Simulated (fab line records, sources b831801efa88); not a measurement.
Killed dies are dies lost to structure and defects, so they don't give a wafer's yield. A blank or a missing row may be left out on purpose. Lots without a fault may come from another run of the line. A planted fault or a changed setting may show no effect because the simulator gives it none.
Chamber matching | flow sfq_line | SFQ_TRILAYER_I6_CMP_CMP_166 on cmp-02: 4 sister chambers
The step polishes SiO2. 14 wafers are shown with their chamber, then 7 later ones without.

WAFERS WITH THEIR CHAMBER
wafer  | chamber | motor_current_A (A) | time_to_endpoint_s (s)
L791.1 | 0       | 10.0                | 219
L791.5 | 3       | 9.8                 | 230
L791.6 | 2       | 9.1                 | 234
L794.2 | 2       | 8.6                 | 213
L794.5 | 2       | 8.9                 | 211
L794.6 | 3       | 8.8                 | 223
L795.1 | 1       | 11.5                | 213
L795.5 | 1       | 10.8                | 224
L795.6 | 0       | 10.1                | 224
L801.3 | 1       | 11.6                | 220
L801.4 | 2       | 9.0                 | 210
L801.5 | 0       | 10.7                | 215
L806.3 | 0       | 9.8                 | 209
L806.1 | 2       | 8.8                 | 212

SIGNATURES (means of the wafers above)
reading            | chamber 0 | chamber 1 | chamber 2 | chamber 3 | scatter within a chamber
motor_current_A    | 10.150    | 11.300    | 8.880     | 9.300     | 0.384
time_to_endpoint_s | 216.75    | 219.00    | 216.00    | 226.50    | 7.86
Rule: a wafer's distance from a chamber is the root of the sum, over the readings, of the square of ((its reading less the chamber's mean) divided by the reading's scatter). The wafer belongs to the nearest chamber; if the next one is less than 2 further off, it can't be placed. The scatter: the root of (the sum of the squares of (reading less its chamber's mean) over the shown wafers, divided by (wafers less chambers)).

WAFERS WITHOUT THEIR CHAMBER
wafer  | motor_current_A (A) | time_to_endpoint_s (s)
L806.6 | 10.9                | 221
L807.1 | 9.1                 | 208
L807.4 | 11.5                | 216
L807.3 | 10.2                | 219
L808.1 | 9.4                 | 213
L808.3 | 9.2                 | 208
L808.4 | 10.7                | 211

WHICH CHAMBER EACH WENT THROUGH
wafer  | from the rows above          | in truth
L806.6 | can't be placed: 1 or 0      | 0
L807.1 | can't be placed: 2 or 3 or 0 | 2
L807.4 | 1                            | 1
L807.3 | 0                            | 0
L808.1 | can't be placed: 2 or 3 or 0 | 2
L808.3 | can't be placed: 2 or 3 or 0 | 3
L808.4 | can't be placed: 0 or 1      | 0
Placed correctly: 2 of 7. Can't be placed from these rows: 5 (the true chamber is among the candidates in 5). Placed wrongly: 0.
